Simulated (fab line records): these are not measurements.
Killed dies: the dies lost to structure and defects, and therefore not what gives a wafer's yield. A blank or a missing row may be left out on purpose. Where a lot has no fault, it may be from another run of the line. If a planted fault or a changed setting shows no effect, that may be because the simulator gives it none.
What tool caused it? / flow sky130 / Sampling: 13 lots, 39 wafers, 6 of 708 route steps

== WHAT THE GAUGES SHOWED, per wafer ==
SKY_POLY_GATE_THK_MEAS_21.
lot=L234; measured=day 17 12:19; on=film-metro-02; POLY_GATE_OXIDATION_THK (nm)=4.03 4.02 3.87
lot=L236; measured=day 17 20:14; on=film-metro-01; POLY_GATE_OXIDATION_THK (nm)=3.89 3.91 3.91
lot=L238; measured=day 17 21:41; on=film-metro-01; POLY_GATE_OXIDATION_THK (nm)=3.96 3.98 4.00
lot=L237; measured=day 18 00:37; on=film-metro-01; POLY_GATE_OXIDATION_THK (nm)=3.96 3.97 4.00
lot=L239; measured=day 18 11:03; on=film-metro-01; POLY_GATE_OXIDATION_THK (nm)=3.89 3.89 3.85
lot=L240; measured=day 19 02:57; on=film-metro-02; POLY_GATE_OXIDATION_THK (nm)=3.93 4.04 4.05
lot=L241; measured=day 19 14:54; on=film-metro-02; POLY_GATE_OXIDATION_THK (nm)=4.04 3.94 4.05
lot=L247; measured=day 21 12:16; on=film-metro-02; POLY_GATE_OXIDATION_THK (nm)=3.87 3.95 3.94
lot=L249; measured=day 22 11:46; on=film-metro-02; POLY_GATE_OXIDATION_THK (nm)=4.02 4.05 4.03
lot=L250; measured=day 22 19:23; on=film-metro-04; POLY_GATE_OXIDATION_THK (nm)=4.08 4.11 4.18
lot=L253; measured=day 24 04:34; on=film-metro-02; POLY_GATE_OXIDATION_THK (nm)=3.89 3.77 3.86
lot=L254; measured=day 25 00:52; on=film-metro-04; POLY_GATE_OXIDATION_THK (nm)=3.88 3.80 3.83
lot=L256; measured=day 25 20:15; on=film-metro-01; POLY_GATE_OXIDATION_THK (nm)=4.07 4.07 4.07

SKY_LDD_HVP_OVL_MEAS_07.
lot=L234; measured=day 22 17:07; on=overlay-01; LDD_HVP_OVL (nm)=-1.0 0.3 -1.6
lot=L236; measured=day 23 00:49; on=overlay-02; LDD_HVP_OVL (nm)=-0.9 1.7 0.7
lot=L238; measured=day 23 02:41; on=overlay-02; LDD_HVP_OVL (nm)=0.0 0.3 0.2
lot=L237; measured=day 23 05:52; on=overlay-02; LDD_HVP_OVL (nm)=- - -
lot=L239; measured=day 23 14:35; on=overlay-02; LDD_HVP_OVL (nm)=0.8 1.2 -0.9
lot=L240; measured=day 24 06:07; on=overlay-01; LDD_HVP_OVL (nm)=-0.4 -0.8 0.1
lot=L241; measured=day 24 17:25; on=overlay-01; LDD_HVP_OVL (nm)=0.7 2.1 0.0
lot=L247; measured=day 26 13:04; on=overlay-01; LDD_HVP_OVL (nm)=1.1 1.7 0.9
lot=L249; measured=day 27 10:25; on=overlay-01; LDD_HVP_OVL (nm)=-0.3 0.9 2.4
lot=L250; measured=day 27 17:41; on=overlay-02; LDD_HVP_OVL (nm)=-3.7 -3.2 -1.4
lot=L253; measured=day 29 02:07; on=overlay-01; LDD_HVP_OVL (nm)=0.3 -0.9 1.1
lot=L254; measured=day 29 21:43; on=overlay-01; LDD_HVP_OVL (nm)=-1.7 -2.2 -0.9
lot=L256; measured=day 30 16:19; on=overlay-02; LDD_HVP_OVL (nm)=-0.2 -0.9 0.2

SKY_LDD_HVP_TW_MEAS_10.
lot=L234; measured=day 22 17:24; on=film-metro-04; LDD_HVP_TW=455 452 453
lot=L236; measured=day 23 01:06; on=film-metro-04; LDD_HVP_TW=454 454 453
lot=L238; measured=day 23 02:58; on=film-metro-02; LDD_HVP_TW=466 464 467
lot=L237; measured=day 23 06:09; on=film-metro-04; LDD_HVP_TW=30 30 30
lot=L239; measured=day 23 14:52; on=film-metro-02; LDD_HVP_TW=466 466 466
lot=L240; measured=day 24 06:25; on=film-metro-02; LDD_HVP_TW=467 469 468
lot=L241; measured=day 24 17:43; on=film-metro-04; LDD_HVP_TW=455 455 455
lot=L247; measured=day 26 13:21; on=film-metro-02; LDD_HVP_TW=466 464 469
lot=L249; measured=day 27 10:43; on=film-metro-03; LDD_HVP_TW=459 456 459
lot=L250; measured=day 27 17:59; on=film-metro-03; LDD_HVP_TW=457 458 458
lot=L253; measured=day 29 02:24; on=film-metro-04; LDD_HVP_TW=458 457 457
lot=L254; measured=day 29 22:00; on=film-metro-03; LDD_HVP_TW=461 460 460
lot=L256; measured=day 30 16:40; on=film-metro-02; LDD_HVP_TW=465 463 465

SKY_LOCAL_INTERCONNECT_OVL_MEAS_12.
lot=L234; measured=day 31 13:30; on=overlay-01; LOCAL_INTERCONNECT_OVL (nm)=-2 -3 -7
lot=L236; measured=day 31 16:02; on=overlay-01; LOCAL_INTERCONNECT_OVL (nm)=-3 -7 -4
lot=L238; measured=day 31 19:11; on=overlay-01; LOCAL_INTERCONNECT_OVL (nm)=-5 -4 -4
lot=L237; measured=day 31 23:02; on=overlay-01; LOCAL_INTERCONNECT_OVL (nm)=-8 -8 0
lot=L239; measured=day 32 05:26; on=overlay-02; LOCAL_INTERCONNECT_OVL (nm)=-7 -2 -8
lot=L240; measured=day 32 18:41; on=overlay-02; LOCAL_INTERCONNECT_OVL (nm)=3 -4 -2
lot=L241; measured=day 33 05:32; on=overlay-01; LOCAL_INTERCONNECT_OVL (nm)=11 7 4
lot=L247; measured=day 34 20:50; on=overlay-01; LOCAL_INTERCONNECT_OVL (nm)=1 7 -2
lot=L249; measured=day 35 15:05; on=overlay-01; LOCAL_INTERCONNECT_OVL (nm)=3 -3 0
lot=L250; measured=day 35 20:17; on=overlay-01; LOCAL_INTERCONNECT_OVL (nm)=-6 -7 -6
lot=L253; measured=day 37 05:14; on=overlay-01; LOCAL_INTERCONNECT_OVL (nm)=-4 1 0
lot=L254; measured=day 37 21:59; on=overlay-02; LOCAL_INTERCONNECT_OVL (nm)=-1 -5 -6
lot=L256; measured=day 38 13:47; on=overlay-01; LOCAL_INTERCONNECT_OVL (nm)=-2 3 -7

== TOOL THAT RAN EACH LOT (tool first, then ch and the chambers of the sampled wafers, then the start) ==
lot=L234; SKY_LDD_HVP_EXPOSE_04=iline-stepper-01 ch 0, day 22 01:34; SKY_SD_P_STRIP_10=plasma-asher-04 ch 0, day 26 18:41
lot=L236; SKY_LDD_HVP_EXPOSE_04=iline-stepper-01 ch 0, day 22 09:43; SKY_SD_P_STRIP_10=plasma-asher-03 ch 1, day 26 19:47
lot=L238; SKY_LDD_HVP_EXPOSE_04=iline-stepper-01 ch 0, day 22 12:12; SKY_SD_P_STRIP_10=plasma-asher-04 ch 0,1, day 27 00:06
lot=L237; SKY_LDD_HVP_EXPOSE_04=iline-stepper-02 ch 0, day 22 15:25; SKY_SD_P_STRIP_10=plasma-asher-03 ch 1, day 27 03:52
lot=L239; SKY_LDD_HVP_EXPOSE_04=iline-stepper-02 ch 0, day 23 00:35; SKY_SD_P_STRIP_10=plasma-asher-01 ch 0,1, day 27 09:55
lot=L240; SKY_LDD_HVP_EXPOSE_04=iline-stepper-02 ch 0, day 23 15:25; SKY_SD_P_STRIP_10=plasma-asher-03 ch 1, day 28 00:19
lot=L241; SKY_LDD_HVP_EXPOSE_04=iline-stepper-02 ch 0, day 24 03:38; SKY_SD_P_STRIP_10=plasma-asher-03 ch 0,1, day 28 11:43
lot=L247; SKY_LDD_HVP_EXPOSE_04=iline-stepper-01 ch 0, day 25 22:14; SKY_SD_P_STRIP_10=plasma-asher-03 ch 0,1, day 30 04:35
lot=L249; SKY_LDD_HVP_EXPOSE_04=iline-stepper-01 ch 0, day 26 20:28; SKY_SD_P_STRIP_10=plasma-asher-03 ch 0,1, day 31 00:59
lot=L250; SKY_LDD_HVP_EXPOSE_04=iline-stepper-02 ch 0, day 27 03:56; SKY_SD_P_STRIP_10=plasma-asher-01 ch 0,1, day 31 07:18
lot=L253; SKY_LDD_HVP_EXPOSE_04=iline-stepper-01 ch 0, day 28 11:54; SKY_SD_P_STRIP_10=plasma-asher-03 ch 0,1, day 32 15:28
lot=L254; SKY_LDD_HVP_EXPOSE_04=iline-stepper-02 ch 0, day 29 07:41; SKY_SD_P_STRIP_10=plasma-asher-04 ch 0, day 33 10:05
lot=L256; SKY_LDD_HVP_EXPOSE_04=iline-stepper-02 ch 0, day 30 01:58; SKY_SD_P_STRIP_10=plasma-asher-01 ch 0,1, day 34 02:22
- SKY_LDD_HVP_EXPOSE_04: exposes mask HVPTM, target cd 700 nm.
- SKY_SD_P_STRIP_10: strips in O2/N2.

== WHAT THE TOOLS THEMSELVES READ (means of the sampled wafers that have a number; where no wafer has one, the mark that the record gives instead) ==
SKY_LDD_HVP_EXPOSE_04.
lot=L234; tool=iline-stepper-01; reticle-temp-C (C)=23.09
lot=L236; tool=iline-stepper-01; reticle-temp-C (C)=23.13
lot=L238; tool=iline-stepper-01; reticle-temp-C (C)=22.97
lot=L237; tool=iline-stepper-02; reticle-temp-C (C)=23.11
lot=L239; tool=iline-stepper-02; reticle-temp-C (C)=22.96
lot=L240; tool=iline-stepper-02; reticle-temp-C (C)=22.90
lot=L241; tool=iline-stepper-02; reticle-temp-C (C)=22.97
lot=L247; tool=iline-stepper-01; reticle-temp-C (C)=23.06
lot=L249; tool=iline-stepper-01; reticle-temp-C (C)=23.20
lot=L250; tool=iline-stepper-02; reticle-temp-C (C)=22.98
lot=L253; tool=iline-stepper-01; reticle-temp-C (C)=23.07
lot=L254; tool=iline-stepper-02; reticle-temp-C (C)=23.09
lot=L256; tool=iline-stepper-02; reticle-temp-C (C)=22.93

SKY_SD_P_STRIP_10.
lot=L234; tool=plasma-asher-04; drypump-motor-current-A (A)=6.5; oes-product-au (a.u.)=0.617; strip-time-to-endpoint-s (s)=17.45
lot=L236; tool=plasma-asher-03; drypump-motor-current-A (A)=5.5; oes-product-au (a.u.)=0.616; strip-time-to-endpoint-s (s)=17.50
lot=L238; tool=plasma-asher-04; drypump-motor-current-A (A)=6.2; oes-product-au (a.u.)=0.614; strip-time-to-endpoint-s (s)=17.46
lot=L237; tool=plasma-asher-03; drypump-motor-current-A (A)=5.5; oes-product-au (a.u.)=0.616; strip-time-to-endpoint-s (s)=17.50
lot=L239; tool=plasma-asher-01; drypump-motor-current-A (A)=5.8; oes-product-au (a.u.)=0.618; strip-time-to-endpoint-s (s)=17.50
lot=L240; tool=plasma-asher-03; drypump-motor-current-A (A)=5.5; oes-product-au (a.u.)=0.617; strip-time-to-endpoint-s (s)=17.51
lot=L241; tool=plasma-asher-03; drypump-motor-current-A (A)=5.9; oes-product-au (a.u.)=0.613; strip-time-to-endpoint-s (s)=17.43
lot=L247; tool=plasma-asher-03; drypump-motor-current-A (A)=6.2; oes-product-au (a.u.)=0.620; strip-time-to-endpoint-s (s)=17.52
lot=L249; tool=plasma-asher-03; drypump-motor-current-A (A)=6.2; oes-product-au (a.u.)=0.614; strip-time-to-endpoint-s (s)=17.51
lot=L250; tool=plasma-asher-01; drypump-motor-current-A (A)=5.8; oes-product-au (a.u.)=0.621; strip-time-to-endpoint-s (s)=17.44
lot=L253; tool=plasma-asher-03; drypump-motor-current-A (A)=5.8; oes-product-au (a.u.)=0.617; strip-time-to-endpoint-s (s)=17.46
lot=L254; tool=plasma-asher-04; drypump-motor-current-A (A)=6.5; oes-product-au (a.u.)=0.615; strip-time-to-endpoint-s (s)=17.41
lot=L256; tool=plasma-asher-01; drypump-motor-current-A (A)=5.8; oes-product-au (a.u.)=0.617; strip-time-to-endpoint-s (s)=17.47

== THE ANSWER, worked out from the rows above alone ==
Rule: usual is defined by the lots themselves. Put in order of their means at a reading, lots are off if they are a third of the lots or fewer, leave a main group of 4 or more, and stand apart from it by a gap of 3 or more times the standard deviation of the main group's means; of several such gaps the widest counts. The tables above print the reading to a certain number of digits; a main group whose means all agree to those digits is not used. Also off: a lot with no number at a reading for which 4 or more lots have one. Any other lot the step has rows for is counted as sound. First the gauges in route order, then the tools' own readings, where a lot's mean is used as printed above. The first step at which some lot is off is used, and at that step the reading that is off furthest; a lot without a number counts as furthest.
Off: at SKY_LDD_HVP_OVL_MEAS_07 (LDD_HVP_OVL), L237. Without a number there: L237. Main group: mean -0.1 nm, sd 1.1.
A tool fits if, at a process step before that reading, it ran every lot that is off, and no sound lot after the first of them. Not tried: the gauges at SKY_LDD_HVP_OVL_MEAS_07; whatever is off there is also off at SKY_LDD_HVP_TW_MEAS_10, on other tools, and gauge error can't account for it. Not one of the candidates tried fits.

== WHAT THE SIMULATOR PUT IN ==
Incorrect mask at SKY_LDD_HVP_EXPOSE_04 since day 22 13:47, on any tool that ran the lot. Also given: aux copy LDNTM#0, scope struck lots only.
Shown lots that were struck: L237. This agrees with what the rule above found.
